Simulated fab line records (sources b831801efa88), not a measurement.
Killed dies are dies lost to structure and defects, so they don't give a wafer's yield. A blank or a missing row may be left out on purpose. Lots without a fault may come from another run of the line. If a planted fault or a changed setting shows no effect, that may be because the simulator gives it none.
Which tool is to blame? + flow gf180mcu + 72 wafers sampled from 24 lots at 1 step of a route of 602

WHAT THE GAUGES SHOWED, per wafer
GF_STI_CD_MEAS_12 targets a cd of 220 nm. Usual: cdNm reads 219.8 nm (standard deviation 1.2).
| lot  | measured    | on       | cdNm (nm)         | flag |
|------|-------------|----------|-------------------|------|
| L074 | day 2 01:10 | cdSem-02 | 219.0 217.9 218.6 |      |
| L075 | day 2 06:59 | cdSem-01 | 221.9 221.8 222.3 |      |
| L076 | day 2 11:22 | cdSem-02 | 221.2 221.7 221.3 |      |
| L077 | day 2 17:31 | cdSem-02 | 219.4 220.0 221.5 |      |
| L078 | day 2 21:54 | cdSem-01 | 217.9 218.3 219.8 |      |
| L079 | day 3 03:37 | cdSem-01 | 221.7 220.4 220.9 |      |
| L080 | day 3 10:13 | cdSem-01 | 220.5 220.8 220.1 |      |
| L081 | day 3 15:58 | cdSem-01 | 218.4 218.8 218.3 |      |
| L082 | day 3 20:35 | cdSem-01 | 220.6 220.5 221.1 |      |
| L083 | day 4 00:46 | cdSem-02 | 219.5 219.6 220.1 |      |
| L084 | day 4 04:29 | cdSem-01 | 218.7 220.8 220.4 |      |
| L085 | day 4 11:47 | cdSem-02 | 219.3 220.0 218.9 |      |
| L086 | day 4 16:19 | cdSem-01 | 218.7 218.2 217.7 |      |
| L087 | day 4 19:37 | cdSem-02 | 220.8 218.9 219.6 |      |
| L088 | day 5 01:02 | cdSem-02 | 221.2 219.9 220.6 |      |
| L089 | day 5 07:52 | cdSem-02 | 219.6 220.4 219.3 |      |
| L090 | day 5 11:28 | cdSem-02 | 219.0 220.8 220.1 |      |
| L091 | day 5 17:25 | cdSem-02 | 221.1 219.0 219.1 |      |
| L092 | day 5 23:37 | cdSem-01 | 218.7 219.5 216.8 |      |
| L093 | day 6 02:29 | cdSem-02 | 221.6 221.1 220.8 |      |
| L094 | day 6 08:41 | cdSem-02 | 221.1 219.1 219.4 |      |
| L095 | day 6 13:26 | cdSem-01 | 220.6 220.3 220.1 |      |
| L096 | day 6 18:19 | cdSem-01 | 219.4 221.1 220.7 |      |
| L097 | day 7 00:12 | cdSem-01 | 220.4 219.8 220.7 |      |

WHAT TOOL EACH LOT RAN ON (gives the tool, then ch and the chambers of the sampled wafers, and finally the start)
Before these readings, the record contains no process step.

AS READ BY THE TOOLS THEMSELVES (means over the sampled wafers that have a number; for cases with no such wafer, the mark the record gives instead)
The record holds no such reading with a usual standard deviation.

THE ANSWER, worked out from the rows above alone
Rule: lot off if the mean of its wafers having a number is beyond 3 standard deviations from the usual mean. A lot without any number at a reading at which 4 lots or more have one is off too. Where the step has rows for the other lots, those lots are counted as sound. First the gauges in route order, then the tools' own readings, where a lot's mean is used as printed above. The first step at which some lot is off is used, and at that step the reading that is off furthest; a lot without a number counts as furthest.
No lot is off on any of the readings shown, so nothing can be concluded from this.

WHAT THE SIMULATOR HAD INSERTED
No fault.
